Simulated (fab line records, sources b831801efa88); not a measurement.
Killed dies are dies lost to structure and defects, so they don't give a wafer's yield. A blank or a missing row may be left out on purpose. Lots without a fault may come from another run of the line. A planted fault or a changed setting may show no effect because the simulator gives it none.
Which tool did it? | flow sky130 | 24 lots, 72 wafers sampled, at 3 steps of a route of 708

WHAT THE GAUGES READ, wafer by wafer
SKY_VIA1_BOW_MEAS_03.
lot  | measured     | on            | VIA1_BOW (um)
L074 | day 32 18:17 | film_metro-02 | 85 85 89
L075 | day 32 20:43 | film_metro-03 | 84 82 80
L076 | day 33 08:47 | film_metro-03 | 93 81 78
L077 | day 33 17:55 | film_metro-01 | 77 81 67
L078 | day 33 19:13 | film_metro-03 | 70 76 95
L079 | day 34 19:31 | film_metro-01 | 89 90 85
L080 | day 35 01:44 | film_metro-02 | 80 61 79
L081 | day 36 14:06 | film_metro-02 | 76 81 92
L082 | day 35 14:53 | film_metro-01 | 62 84 68
L083 | day 35 21:08 | film_metro-01 | 83 82 78
L084 | day 36 13:36 | film_metro-01 | 78 76 81
L085 | day 36 15:00 | film_metro-03 | 79 88 88
L086 | day 37 00:32 | film_metro-01 | 78 89 81
L087 | day 37 01:12 | film_metro-01 | 82 66 70
L088 | day 37 11:05 | film_metro-01 | 76 83 79
L089 | day 37 20:29 | film_metro-03 | 88 80 92
L090 | day 38 01:55 | film_metro-02 | 81 73 74
L091 | day 38 07:17 | film_metro-03 | 77 82 79
L092 | day 38 15:55 | film_metro-03 | 93 82 73
L093 | day 39 06:11 | film_metro-03 | 76 80 82
L094 | day 39 07:32 | film_metro-03 | 81 87 80
L095 | day 39 09:07 | film_metro-03 | 81 83 76
L096 | day 39 14:54 | film_metro-03 | 90 87 76
L097 | day 40 03:11 | film_metro-01 | 84 87 69

SKY_VIA1_RS_MEAS_22: measures by four-point-probe.
lot  | measured     | on            | VIA1_W_RS (ohm/sq)
L074 | day 33 22:23 | film_metro-03 | 0.415 0.419 0.415
L075 | day 34 00:37 | film_metro-03 | 0.423 0.409 0.410
L076 | day 34 11:19 | film_metro-03 | 0.431 0.420 0.431
L077 | day 34 20:54 | film_metro-02 | 0.419 0.419 0.412
L078 | day 34 22:02 | film_metro-01 | 0.421 0.424 0.424
L079 | day 35 22:23 | film_metro-01 | 0.417 0.424 0.414
L080 | day 36 05:35 | film_metro-02 | 0.426 0.418 0.416
L081 | day 37 17:26 | film_metro-02 | 0.428 0.419 0.412
L082 | day 36 18:21 | film_metro-03 | 0.427 0.427 0.422
L083 | day 36 23:20 | film_metro-01 | 0.428 0.420 0.429
L084 | day 37 16:23 | film_metro-01 | 0.422 0.424 0.428
L085 | day 37 17:40 | film_metro-01 | 0.426 0.413 0.425
L086 | day 38 04:02 | film_metro-01 | 0.419 0.427 0.426
L087 | day 38 04:36 | film_metro-01 | 0.427 0.421 0.428
L088 | day 38 13:45 | film_metro-01 | 0.420 0.420 0.418
L089 | day 38 23:16 | film_metro-03 | 0.411 0.420 0.423
L090 | day 39 04:17 | film_metro-02 | 0.431 0.429 0.430
L091 | day 39 09:07 | film_metro-01 | 0.410 0.414 0.427
L092 | day 39 17:04 | film_metro-01 | 0.420 0.428 0.410
L093 | day 40 07:28 | film_metro-01 | 0.419 0.420 0.422
L094 | day 40 09:17 | film_metro-03 | 0.425 0.430 0.423
L095 | day 40 10:20 | film_metro-02 | 0.425 0.431 0.428
L096 | day 40 16:14 | film_metro-02 | 0.414 0.426 0.423
L097 | day 41 04:22 | film_metro-02 | 0.419 0.416 0.428

WHICH TOOL RAN EACH LOT (tool, then ch and the chambers of the sampled wafers, then the start)
lot  | SKY_CONTACT_ETCH_18
L074 | rie_diel-02 ch 0,1,3, day 32 18:17 or earlier
L075 | rie_diel-03 ch 0,1,2, day 32 20:43 or earlier
L076 | rie_diel-02 ch 0,3, day 33 08:47 or earlier
L077 | rie_diel-03 ch 0,1,3, day 33 17:55 or earlier
L078 | rie_diel-02 ch 0,2, day 33 19:13 or earlier
L079 | rie_diel-02 ch 1,3, day 34 19:31 or earlier
L080 | rie_diel-03 ch 2,3, day 35 01:44 or earlier
L081 | rie_diel-01 ch 1,2,3, day 36 14:06 or earlier
L082 | rie_diel-03 ch 1,2, day 35 14:53 or earlier
L083 | rie_diel-01 ch 2,3, day 35 21:08 or earlier
L084 | rie_diel-03 ch 0,1,2, day 36 13:36 or earlier
L085 | rie_diel-03 ch 0,1, day 36 15:00 or earlier
L086 | rie_diel-03 ch 0,1,3, day 37 00:32 or earlier
L087 | rie_diel-02 ch 0,3, day 37 01:12 or earlier
L088 | rie_diel-02 ch 0,1,2, day 37 11:05 or earlier
L089 | rie_diel-03 ch 1,3, day 37 20:29 or earlier
L090 | rie_diel-02 ch 0,1, day 38 01:55 or earlier
L091 | rie_diel-03 ch 0,1,2, day 38 07:17 or earlier
L092 | rie_diel-02 ch 0,2, day 38 15:55 or earlier
L093 | rie_diel-02 ch 1,2, day 39 06:11 or earlier
L094 | rie_diel-02 ch 1,2, day 39 07:32 or earlier
L095 | rie_diel-02 ch 1,2, day 39 09:07 or earlier
L096 | rie_diel-02 ch 2,3, day 39 14:54 or earlier
L097 | rie_diel-02 ch 2,3, day 40 03:11 or earlier
- SKY_CONTACT_ETCH_18: etches Si3N4 in CHF3/O2, stops on TiN, time 39 s, target depth 75 nm.

WHAT THE TOOLS THEMSELVES READ (means of the sampled wafers that have a number; where no wafer has one, the mark that the record gives instead)
SKY_CONTACT_ETCH_18.
lot  | tool        | bias_w (W) | drypump_motor_current_A (A) | oes_product_au (a.u.) | throttle_valve_pct (%)
L074 | rie_diel-02 | 200.0      | 5.7                         | 0.860                 | 8.789
L075 | rie_diel-03 | 200.2      | 6.1                         | 0.861                 | 8.800
L076 | rie_diel-02 | 199.3      | 5.6                         | 0.858                 | 8.794
L077 | rie_diel-03 | 199.8      | 5.7                         | 0.847                 | 8.783
L078 | rie_diel-02 | 199.9      | 5.3                         | 0.853                 | 8.783
L079 | rie_diel-02 | 200.2      | 5.8                         | 0.855                 | 8.801
L080 | rie_diel-03 | 200.1      | 6.2                         | 0.858                 | 8.801
L081 | rie_diel-01 | 200.4      | 6.1                         | 0.851                 | 8.797
L082 | rie_diel-03 | 200.1      | 6.1                         | 0.854                 | 8.792
L083 | rie_diel-01 | 199.7      | 6.1                         | 0.857                 | 8.793
L084 | rie_diel-03 | 199.7      | 6.1                         | 0.854                 | 8.782
L085 | rie_diel-03 | 199.9      | 5.8                         | 0.851                 | 8.796
L086 | rie_diel-03 | 199.9      | 5.7                         | 0.852                 | 8.787
L087 | rie_diel-02 | 200.2      | 5.6                         | 0.857                 | 8.779
L088 | rie_diel-02 | 200.5      | 5.5                         | 0.848                 | 8.801
L089 | rie_diel-03 | 199.4      | 5.7                         | 0.852                 | 8.791
L090 | rie_diel-02 | 199.1      | 5.6                         | 0.857                 | 8.789
L091 | rie_diel-03 | 200.4      | 6.1                         | 0.851                 | 8.783
L092 | rie_diel-02 | 199.9      | 5.4                         | 0.853                 | 8.800
L093 | rie_diel-02 | 199.8      | 5.5                         | 0.859                 | 8.797
L094 | rie_diel-02 | 199.7      | 5.7                         | 0.858                 | 8.789
L095 | rie_diel-02 | 200.1      | 5.5                         | 0.852                 | 8.791
L096 | rie_diel-02 | 200.0      | 5.6                         | 0.850                 | 8.785
L097 | rie_diel-02 | 200.3      | 5.4                         | 0.856                 | 8.793

THE ANSWER, worked out from the rows above alone
Rule: what is usual is taken from the lots themselves. Put in order of their means at a reading, lots are off if they are a third of the lots or fewer, leave a main group of 4 or more, and stand apart from it by a gap of 3 or more times the standard deviation of the main group's means; of several such gaps the widest counts. A main group whose means are all the same, to the digits that the tables above print for the reading, isn't used. A lot without any number at a reading at which 4 lots or more have one is off too. The other lots that the step has rows for count as sound. The gauges are gone through in route order, then the tools' own readings, and for those a lot's mean is taken as printed above. The first step at which some lot is off is used, and at that step the reading that is off furthest; a lot without a number counts as furthest.
No lot is off at any reading shown: from this, nothing can be told.

WHAT THE SIMULATOR HAD PUT IN
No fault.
